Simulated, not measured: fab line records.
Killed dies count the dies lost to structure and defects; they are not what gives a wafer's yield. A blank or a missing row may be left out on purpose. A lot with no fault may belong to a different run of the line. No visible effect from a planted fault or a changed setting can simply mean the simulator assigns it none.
Struck lot and sound lot, side by side / flow sky130 / 24 out of 708 route steps
Sound: these wafers, L380.1, L380.3, L380.5. Struck: wafers L394.2, L394.6 (left out: L394.3, a lot-mate that was not struck); the cause follows at the end.
Each step with rows lists, per side, the tool, then ch with its chambers, then its first start. Under that, the readings that differ: sound wafers / struck wafers / difference of the means / sigmas: that difference in standard deviations of wafers without a fault.
alike: a reading whose means differ by less than 2 such deviations, as well as words and numbers matching on both sides. not compared: withheld readings; readings where some wafer has no value; bounds like >300 that might hide an equal value; numbers whose values overlap and for which the record gives no deviation.
Wherever a step has rows on one side only, a row that says differs or no value, or a row with sigmas, the two part there. Numbers that have no deviation but don't overlap get no sigmas and don't part them. Lack of a reading on every wafer of one side parts them only where that side has two or more wafers.

SKY_VIA3_CMP_02: polishes SiO2.
  sound on cmp-01 ch 1,2,3, day 38 19:04; struck on cmp-02 ch 2,3, day 43 03:02
  alike: motorCurrentA
SKY_VIA3_BOW_MEAS_03:
  sound on filmMetro-02, day 38 19:22; struck on filmMetro-03, day 43 03:21
  alike: VIA3_BOW
then, 8 steps without rows for these wafers: SKY_VIA3_DEHYDRATE_04 (time 60 s); SKY_VIA3_HMDS_05 (prime time 60 s); SKY_VIA3_COAT_06 (resist thk 60 nm); SKY_VIA3_COAT_07 (resist thk 450 nm); SKY_VIA3_SOFTBAKE_08 (time 90 s); SKY_VIA3_EXPOSE_09 (exposes mask VIM3, target cd 200 nm); SKY_VIA3_PEB_10; SKY_VIA3_DEVELOP_11 (develop time 60 s).
SKY_VIA3_CD_MEAS_12: the cd target is 200 nm.
  sound on cdSem-01, day 39 20:39; struck on cdSem-01, day 44 01:44
  alike: cdNm
SKY_VIA3_OVL_MEAS_13:
  sound on overlay-02, day 39 20:46; struck on overlay-01, day 44 01:51
  alike: VIA3_OVL
SKY_VIA3_ETCH_14: etches BARC in N2/H2, stops on SiO2, time 45.9 s, target depth 60 nm.
  sound on rieDiel-04 ch 0,2,3, day 39 20:49; struck on rieDiel-04 ch 0, day 44 01:53
reading=oesProductAu (a.u.); sound=0.857 0.855 0.853; struck=1.026 1.027; difference=+0.171; sigmas=+35
reading=runLengthS (s); sound=74.6 75.3 73.4; struck=61.0 60.6; difference=-13.6; sigmas=-26
reading=model.KrF-thick_of_VIA3_COAT_07.thkNm (nm); sound=393.1 392.7 394.7; struck=407.1 407; difference=+13.6; sigmas=
reading=model.etch.depthNm (nm); sound=60.09 59.95 59.92; struck=56.07 56.15; difference=-3.88; sigmas=
reading=model.VIA3.cdNm (nm); sound=200.5 200.8 199.3; struck=197.4 198.9; difference=-2.1; sigmas=
  alike: drypumpMotorCurrentA, throttleValvePct
  not compared: rfHoursCounterH
SKY_VIA3_ETCH_15: etches SiO2 in C4F8/O2/Ar, stops on TiN, target depth 507 nm, time 78 s.
  sound on rieDiel-04 ch 0,2,3, day 39 20:51; struck on rieDiel-04 ch 0, day 44 01:55
reading=oesProductAu (a.u.); sound=0.948 0.948 0.937; struck=0.378 0.377; difference=-0.567; sigmas=-99 or more
reading=runLengthS (s); sound=106.2 106.8 105.4; struck=107.6 107.2; difference=+1.3; sigmas=+3
reading=model.KrF-thick_of_VIA3_COAT_07.thkNm (nm); sound=290.6 287.3 294.6; struck=301.5 301.7; difference=+10.8; sigmas=
  not compared: rfHoursCounterH
SKY_VIA3_STRIP_16: strips in O2/N2.
  sound on plasmaAsher-04 ch 0,1, day 39 20:55; struck on plasmaAsher-02 ch 0, day 44 01:59
reading=stripTimeToEndpointS (s); sound=4.134 4.082 4.167; struck=4.224 4.238; difference=+0.103; sigmas=+3
  alike: drypumpMotorCurrentA, oesProductAu
  not compared: rfHoursCounterH
then, 3 steps without rows for these wafers: SKY_VIA3_STRIP_17 (strips in post etch residue remover, time 1200 s); SKY_VIA3_CLEAN_18 (cleans in IPA, time 180 s); SKY_VIA3_CLEAN_19 (cleans in O3/DIW).
SKY_VIA3_SPUTTER_20: material TiN, target thk 20 nm, time 80 s.
  sound on pvdSputter-04, day 39 21:33; struck on pvdSputter-02, day 44 02:34
  alike: throttleValvePct
SKY_VIA3_CVD_21: deposits W, target thk 390 nm, time 117.31 s.
  sound on cvdW-01 ch 0,1, day 39 21:37; struck on cvdW-02 ch 0,1, day 44 02:38
  alike: heaterPowerW
SKY_VIA3_CMP_24: polishes, stops on SiO2, t overpolish 20 s, target thk 0 nm.
  sound on cmp-01 ch 0,1,2, day 39 21:55; struck on cmp-01 ch 0,2, day 44 02:56
  alike: motorCurrentA, overpolishRunS, timeToEndpointS
SKY_METAL4_SPUTTER_00: material Ti, target thk 15 nm, time 10 s.
  the record holds rows for the sound wafers here (pvdSputter-03, day 39 22:13) but none for the struck ones
SKY_METAL4_SPUTTER_01: material TiN, target thk 20 nm, time 16.7 s.
  the record holds rows for the sound wafers here (pvdSputter-03, day 39 22:14) but none for the struck ones
SKY_METAL4_SPUTTER_02: material AlCu, target thk 735 nm, time 39.1 s.
  the record holds rows for the sound wafers here (pvdSputter-03, day 39 22:16) but none for the struck ones

WHERE THEY PART
At SKY_VIA3_ETCH_14 first; at SKY_METAL4_SPUTTER_02 last (within this record only).

WHY: what the simulator had put in
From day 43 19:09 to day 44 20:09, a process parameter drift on rieDiel-04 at SKY_VIA3_ETCH_14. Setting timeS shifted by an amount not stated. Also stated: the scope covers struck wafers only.
